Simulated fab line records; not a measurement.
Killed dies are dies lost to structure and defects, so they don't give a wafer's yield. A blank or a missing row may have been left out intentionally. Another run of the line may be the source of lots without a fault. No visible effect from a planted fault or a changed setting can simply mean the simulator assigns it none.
Which tool is to blame? + flow sky130 + 12 lots, 36 wafers sampled, at 1 step of a route of 708

== WHAT EACH GAUGE READ, for each wafer ==
SKY_CONTACT_THK_MEAS_03.
| lot  | measured     | on            | CONTACT_HDPCVD_THK (nm) |
|------|--------------|---------------|-------------------------|
| L075 | day 30 16:56 | film-metro-03 | 564 563 565             |
| L077 | day 32 06:38 | film-metro-02 | 565 556 565             |
| L079 | day 33 01:13 | film-metro-02 | 559 559 561             |
| L080 | day 33 10:42 | film-metro-03 | 571 564 568             |
| L084 | day 34 06:05 | film-metro-02 | 556 561 560             |
| L085 | day 34 13:10 | film-metro-02 | 567 563 565             |
| L087 | day 35 14:16 | film-metro-02 | 565 566 568             |
| L089 | day 35 22:07 | film-metro-02 | 563 561 563             |
| L091 | day 36 03:43 | film-metro-01 | 560 558 561             |
| L093 | day 36 20:06 | film-metro-03 | 564 565 560             |
| L095 | day 37 16:08 | film-metro-03 | 562 561 561             |
| L097 | day 37 18:22 | film-metro-03 | 571 564 564             |

== TOOL THAT RAN EACH LOT (tool first, then ch and the chambers of the sampled wafers, then the start) ==
Record: no process step prior to these readings.

== THE ANSWER, worked out from the rows above alone ==
Rule: usual is defined by the lots themselves. Put in order of their means at a reading, lots are off if they are a third of the lots or fewer, leave a main group of 4 or more, and stand apart from it by a gap of 3 or more times the standard deviation of the main group's means; of several such gaps the widest counts. If all means in a main group match to the digits the tables above print for the reading, that group is not used. A lot without any number at a reading at which 4 lots or more have one is off too. Any other lot the step has rows for is counted as sound.
Across all readings shown, no lot is off: no conclusion can be drawn from this.

== WHAT THE SIMULATOR PUT IN ==
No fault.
